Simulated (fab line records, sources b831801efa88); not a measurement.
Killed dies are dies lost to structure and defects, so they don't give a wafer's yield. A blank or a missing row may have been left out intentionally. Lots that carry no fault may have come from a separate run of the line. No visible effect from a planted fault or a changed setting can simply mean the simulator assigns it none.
8D (eight disciplines) problem report, filled in by code | flow gf180mcu | the parts of the form that need people (team, actions taken, sign-off) are left out

1. THE ISSUE
rfFwdPowerW at GF_V2_ETCH_16 reads a mean of 295.4 W on 9 wafers of 3 lots; wafers without a fault read 495.0 W with a standard deviation of 1.8. That is -99 or more standard deviations from the usual mean.
The step: etches BARC in N2/H2.
Seen first at day 25 11:49 on rieDiel-01, wafer L145.1. At this step, 42 wafers from 14 lots have a number in the record. Rule for "out" (also "out of limits"): further than 4 standard deviations from the usual mean. The other wafers with a number count as sound.

2. WHAT THIS IS AND IS NOT
question                    | is                        | is not
which readings at this step | rfFwdPowerW, oesProductAu | drypumpMotorCurrentA
which lots                  | L145, L146, L147          | L131, L133, L136, L137, L138, L139, L140, L141, L143, L144, L153
which wafers of those lots  | all that have a number    | -
read on which tools         | rieDiel-01                | rieDiel-02, rieDiel-04
when                        | from day 25 11:49         | up to then (30 sound wafers); but 3 sound wafers of L153 came after

3. SUSPECTS, AND WHAT RULES EACH OUT
Counting: a tool at a process step up to the reading stays a suspect if it ran every lot that is out and no sound lot after the first of them.
- rieDiel-01 at GF_V2_ETCH_16 (etches BARC in N2/H2): kept. Every lot that is out went through it, starting with L145 (day 25 11:49), and after that it ran no sound lot; the last sound lot it ran before then is L141 (day 24 08:22). Its own readings are out on those wafers: oesProductAu, rfFwdPowerW.
Remaining after the count: rieDiel-01 at GF_V2_ETCH_16.

4. THE CAUSE (what the simulator had put in)
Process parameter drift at GF_V2_ETCH_16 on rieDiel-01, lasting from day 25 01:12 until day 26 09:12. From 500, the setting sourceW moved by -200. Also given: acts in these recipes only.
Only this tool survived the counting.

5. THE CHAIN OF EFFECTS, in route order
One row per reading whose mean, taken over the struck wafers that have a number, lies over 3 standard deviations from the usual. Only readings for which the record gives a usual standard deviation are gone through. hours: the time from each lot's start at the first step in this table that gives one to its start at this step, as a median over the lots. sigmas: the change in usual standard deviations.
hours | step          | reading      | usual      | on struck wafers | change | sigmas
0     | GF_V2_ETCH_16 | oesProductAu | 0.855 a.u. | 0.785            | -0.070 | -14
0     | GF_V2_ETCH_16 | rfFwdPowerW  | 495.0 W    | 295.4            | -199.6 | -99 or more
Its process steps:
- GF_V2_ETCH_16: etches BARC in N2/H2.

6. HOW IT WOULD HAVE BEEN CAUGHT EARLIER
In this record the first reading out of limits was taken at day 25 11:49, 11 hours after the fault began at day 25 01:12.
